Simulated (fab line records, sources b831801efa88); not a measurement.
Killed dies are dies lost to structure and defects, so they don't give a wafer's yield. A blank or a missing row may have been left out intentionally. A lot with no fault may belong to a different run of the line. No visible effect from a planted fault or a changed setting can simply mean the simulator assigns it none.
Lot-split experiment | flow sky130 | on a route of 708 steps: 5 lots, 23 wafers read

## THE SPLIT
At SKY_VIA4_SPUTTER_17 (material TiN, target thk 20 nm, time 80 s), the setting chamber_pressure_pa was moved away from the recipe's 5 Pa on 20 of the 23 wafers read, by -14.9% to +8.9%. The other wafers ran this setting at the recipe's value.

Reading taken at the split's own step.

## THE READING
TiN_of_VIA4_SPUTTER_17.thk_nm (the simulator's own value, which no gauge read), in nm, at SKY_VIA4_SPUTTER_17 (material TiN, target thk 20 nm, time 80 s). There is no usual value for it anywhere in the file. Average 19.86 nm, standard deviation 0.11 nm, over the 3 wafers here run with the recipe.

wafer  | tool, chamber at the split | chamber_pressure_pa as run, Pa | against the recipe | TiN_of_VIA4_SPUTTER_17.thk_nm, nm | against lot-mates on the recipe
L074.1 | pvd_sputter-01, -          | 5                              | recipe             | 19.94                             | -
L074.4 | pvd_sputter-01, -          | 5                              | recipe             | 19.71                             | -
L074.5 | pvd_sputter-01, -          | 5                              | recipe             | 19.93                             | -
L078.1 | pvd_sputter-04, -          | 5.445                          | +8.9%              | 18.79                             | no lot-mate on the recipe
L078.2 | pvd_sputter-04, -          | 5.445                          | +8.9%              | 19.06                             | no lot-mate on the recipe
L078.3 | pvd_sputter-04, -          | 5.445                          | +8.9%              | 18.59                             | no lot-mate on the recipe
L078.4 | pvd_sputter-04, -          | 5.445                          | +8.9%              | 18.49                             | no lot-mate on the recipe
L078.5 | pvd_sputter-04, -          | 5.445                          | +8.9%              | 18.64                             | no lot-mate on the recipe
L075.1 | pvd_sputter-04, -          | 5.226                          | +4.5%              | 19.13                             | no lot-mate on the recipe
L075.2 | pvd_sputter-04, -          | 5.226                          | +4.5%              | 18.91                             | no lot-mate on the recipe
L075.3 | pvd_sputter-04, -          | 5.226                          | +4.5%              | 19.08                             | no lot-mate on the recipe
L075.4 | pvd_sputter-04, -          | 5.226                          | +4.5%              | 19.31                             | no lot-mate on the recipe
L075.5 | pvd_sputter-04, -          | 5.226                          | +4.5%              | 19.03                             | no lot-mate on the recipe
L080.1 | pvd_sputter-03, -          | 4.579                          | -8.4%              | 21.76                             | no lot-mate on the recipe
L080.2 | pvd_sputter-03, -          | 4.579                          | -8.4%              | 21.94                             | no lot-mate on the recipe
L080.3 | pvd_sputter-03, -          | 4.579                          | -8.4%              | 22                                | no lot-mate on the recipe
L080.5 | pvd_sputter-03, -          | 4.579                          | -8.4%              | 21.84                             | no lot-mate on the recipe
L080.6 | pvd_sputter-03, -          | 4.579                          | -8.4%              | 22.11                             | no lot-mate on the recipe
L084.1 | pvd_sputter-01, -          | 4.255                          | -14.9%             | 23.07                             | no lot-mate on the recipe
L084.3 | pvd_sputter-01, -          | 4.255                          | -14.9%             | 22.98                             | no lot-mate on the recipe
L084.4 | pvd_sputter-01, -          | 4.255                          | -14.9%             | 23.25                             | no lot-mate on the recipe
L084.5 | pvd_sputter-01, -          | 4.255                          | -14.9%             | 23.18                             | no lot-mate on the recipe
L084.6 | pvd_sputter-01, -          | 4.255                          | -14.9%             | 23.2                              | no lot-mate on the recipe

THE FIT
A straight line over all 23 wafers: TiN_of_VIA4_SPUTTER_17.thk_nm changes by -0.195 nm for each +1% of chamber_pressure_pa; r = -0.99; the points scatter about the line by 0.26 nm.
Too few moved wafers have a lot-mate on the recipe to fit a line with each lot's own level taken away.

## THE FILE'S OWN FIT
TiN_of_VIA4_SPUTTER_17.thk_nm changes by -0.195 nm for each +1% of chamber_pressure_pa, r = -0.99.
